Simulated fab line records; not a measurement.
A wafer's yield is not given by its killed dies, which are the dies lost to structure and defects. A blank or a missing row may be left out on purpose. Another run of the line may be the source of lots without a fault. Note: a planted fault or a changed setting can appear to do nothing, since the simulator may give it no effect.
A struck lot beside a sound one -- flow sky130 -- 18 steps out of a route of 708
Sound: these wafers, L616.1, L616.3, L616.4. Wafers L621.4, L621.5, L621.6 were the ones struck. Last of all comes the cause.
Each step with rows lists, per side, the tool, then ch with its chambers, then its first start. Under that, the readings that differ: sound wafers -- struck wafers -- difference of the means -- sigmas: that difference in standard deviations of wafers without a fault.
alike: readings with means less than 2 such deviations apart, plus words and numbers identical on both sides. not compared: withheld readings, readings lacking a value on some wafer, bounds such as >300 that could conceal the same value, and numbers that have no deviation in the record and whose values overlap.
A row with sigmas, a row that says differs or no value, or rows on one side alone: a step with any of these is where the two part. Numbers that have no deviation but don't overlap get no sigmas and don't part them. A reading missing from all wafers of one side parts the sides only when that side holds two or more wafers.

first, 9 steps without rows for these wafers: SKY_CAPM_CLEAN_17 (cleans in O3/DIW); SKY_METAL3_DEHYDRATE_05 (time 60 s); SKY_METAL3_HMDS_06 (prime time 60 s); SKY_METAL3_COAT_07 (resist thk 60 nm); SKY_METAL3_COAT_08 (resist thk 1140 nm); SKY_METAL3_SOFTBAKE_09 (time 90 s); SKY_METAL3_EXPOSE_10 (exposes mask MM3, target cd 300 nm); SKY_METAL3_PEB_11; SKY_METAL3_DEVELOP_12 (develop time 60 s).
SKY_METAL3_CD_MEAS_13: target cd 300 nm.
  sound on cdSem-01 at day 40 10:30; struck on cdSem-01 at day 42 01:44
  alike: cdNm
SKY_METAL3_OVL_MEAS_14:
  sound on overlay-01 at day 40 10:37; struck on overlay-02 at day 42 01:48
  alike: METAL3_OVL
SKY_METAL3_DESCUM_15: chemistry O2, time 8 s.
  sound on rieMetal-04 ch 0, day 40 10:40; struck on rieMetal-01 ch 0,1, day 42 01:50
  alike: drypumpMotorCurrentA, oesProductAu
  not compared: rfHoursCounterH
SKY_METAL3_ETCH_16: etches BARC in N2/H2, stops on SiO2, time 88.2 s, target depth 60 nm.
  sound on rieMetal-04 ch 0, day 40 10:43; struck on rieMetal-01 ch 0,1, day 42 01:53
  no value came back on the struck wafers for any of 5 readings (biasW (W), chamberPressureMTorr (mTorr) and others); on the sound wafers biasW (W) reads 100.6 100.9 100.3
reading,sound,struck,difference,sigmas
model.KrF-thick_of_METAL3_COAT_08.thkNm (nm),1073 1076 1075,1128 1124 1128,+52,
  not compared: rfHoursCounterH
SKY_METAL3_ETCH_17: etches SiO2 in C4F8/O2/Ar, stops on TiN, time 3.9 s, target depth 15 nm.
  sound on rieDiel-02 ch 0,1,2, day 40 10:55; struck on rieDiel-01 ch 1,2,3, day 42 01:57
reading,sound,struck,difference,sigmas
oesProductAu (a.u.),0.760 0.748 0.751,0.369 0.371 0.377,-0.381,-54
  alike: biasW, chamberPressureMTorr
  not compared: rfHoursCounterH
SKY_METAL3_METAL_ETCH_18: etches the open film in Cl2/BCl3, stops on SiO2, target depth 845 nm, time 183.1 s.
  sound on rieMetal-01 ch 0,1, day 40 10:56; struck on rieMetal-04 ch 0,1, day 42 02:02
reading,sound,struck,difference,sigmas
oesProductAu (a.u.),0.867 0.861 0.860,0.372 0.375 0.372,-0.490,-68
model.KrF-thick_of_METAL3_COAT_08.thkNm (nm),517.7 515.6 520.2,571.7 572.2 595.7,+62.0,
  alike: bcl3FlowSccm, biasW, drypumpMotorCurrentA, throttleValvePct
  not compared: rfHoursCounterH
SKY_METAL3_STRIP_19: strips in O2/N2.
  sound on plasmaAsher-02 ch 0,1, day 40 11:07; struck on plasmaAsher-03 ch 0,1, day 42 02:11
reading,sound,struck,difference,sigmas
oesProductAu (a.u.),0.501 0.499 0.508,0.522 0.525 0.523,+0.021,+3
stripTimeToEndpointS (s),6.44 6.43 6.46,6.98 6.98 7.21,+0.61,+6
  alike: drypumpMotorCurrentA
  not compared: rfHoursCounterH
then, 1 step without rows for these wafers: SKY_METAL3_STRIP_20 (strips in post etch residue remover, time 1200 s).
-- the record jumps here: 7 days lie between the struck wafers' starts before and after (it left off in module METAL3 and takes up again in module PAD_OPEN, whose first step shown is number 708 of the route) --
SKY_PAD_OPEN_PROBE_99:
  sound on prober-01 at day 47 14:04; struck on prober-02 at day 48 15:55
reading,sound,struck,difference,sigmas
defectLimitedYield (%),83.3 83.9 79.7,0 0 0,-82,-43
killed_at_M0_to_M3,38 33 58,449 428 461,+403,+56
killedDies,82 79 100,492 492 492,+405,+44
killedOnRim,17 16 21,96 96 96,+78,+22
sort_bin_5_function (%),8.1 8.9 11.6,93.3 92.1 93.7,+83.5,+56
sortNPass,410 413 392,0 0 0,-405,-44
sortYieldPct (%),83.3 83.9 79.7,0 0 0,-82,-43
  alike: killed_at_M4_up, killedAtContacts, killedAtFrontEnd, killedAtOther, killedOpen, killedShort, sort_bin_3_pad_short, sort_bin_6_memory

== WHERE THEY PART ==
Last at SKY_PAD_OPEN_PROBE_99 as far as this record goes, first at SKY_METAL3_ETCH_16.

WHY: whatever the simulator had introduced
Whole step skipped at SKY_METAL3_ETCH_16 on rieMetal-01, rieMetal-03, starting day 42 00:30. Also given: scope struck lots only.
